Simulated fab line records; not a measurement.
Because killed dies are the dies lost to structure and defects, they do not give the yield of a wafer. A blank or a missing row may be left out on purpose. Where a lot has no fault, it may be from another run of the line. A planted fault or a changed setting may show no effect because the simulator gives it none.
Problem report, 8D (eight disciplines) form, completed by code :: flow sky130 :: the parts of the form that need people (team, actions taken, sign-off) are left out

1. PROBLEM STATEMENT
Wafers without a fault read 22.54 s, standard deviation 0.042; stripTimeToEndpointS at SKY_SD_N_STRIP_11 reads a mean of 22.13 s on 6 wafers belonging to 2 lots. That puts it -9.7 standard deviations away from the usual mean.
The step: strips in O2/N2.
Seen first at day 33 11:26 on plasmaAsher-04, wafer L740.1. Wafers with a number at this step in the record: 36, from 12 lots. By rule, "out" or "out of limits" means more than 4 standard deviations away from the usual mean. All remaining wafers that have a number are taken as sound.

2. WHAT THIS IS AND IS NOT
question: which readings at this step
is: stripTimeToEndpointS
is not: drypumpMotorCurrentA, oesProductAu

question: which lots
is: L740, L741
is not: L726, L727, L730, L731, L734, L735, L736, L737, L738, L744

question: which wafers of those lots
is: all that have a number
is not: -

question: read on which tools
is: plasmaAsher-03, plasmaAsher-04
is not: plasmaAsher-01

question: when
is: from day 33 11:26
is not: up to then (27 sound wafers); but 3 sound wafers of L744 came after

3. THE SUSPECTS, EACH WITH WHAT RULES IT OUT
Counting: a tool stays on the suspect list if, at a process step up to the reading, it processed all lots that are out and no sound lot following the first of them.
- lithoTrack-01 at SKY_SD_N_COAT_02 (resist thk 1140 nm): kept. All lots that are out passed through it, beginning with L740 at day 32 21:51, and no sound lot followed; its final sound lot before that point was L738 at day 32 07:10.
Left after counting: lithoTrack-01 at SKY_SD_N_COAT_02.

4. THE CAUSE (what the simulator had put in)
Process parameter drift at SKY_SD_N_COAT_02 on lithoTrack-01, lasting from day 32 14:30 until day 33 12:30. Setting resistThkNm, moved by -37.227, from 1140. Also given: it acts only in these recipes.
This tool alone remained once counting was done.

5. SEQUENCE OF EFFECTS, ordered by route
Each row: a reading whose mean over the struck wafers that have a number lies more than 3 standard deviations from the usual. Scope: only readings with a usual standard deviation given in the record; hours: median across lots of the time from each lot's start at the first step in this table that gives one to its start at this step; sigmas: change in usual standard deviations.
hours: 0
step: SKY_SD_N_STRIP_11
reading: stripTimeToEndpointS
usual: 22.54 s
on struck wafers: 22.13
change: -0.41
sigmas: -9.7
Here are the process steps it includes:
- SKY_SD_N_STRIP_11: strips in O2/N2.
Later steps that measure or inspect, where all struck wafers having a row at the step show a number for every such reading and not one has moved that far: SKY_VIA1_BOW_MEAS_03.

6. HOW IT WOULD HAVE BEEN CAUGHT EARLIER
First out-of-limits reading in this record: day 33 11:26, which is 21 hours after fault onset at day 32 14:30.
Lots out: 2; all had begun SKY_SD_N_COAT_02 on lithoTrack-01 by day 33 11:26. Tool hold at that time: it would have spared none of them.
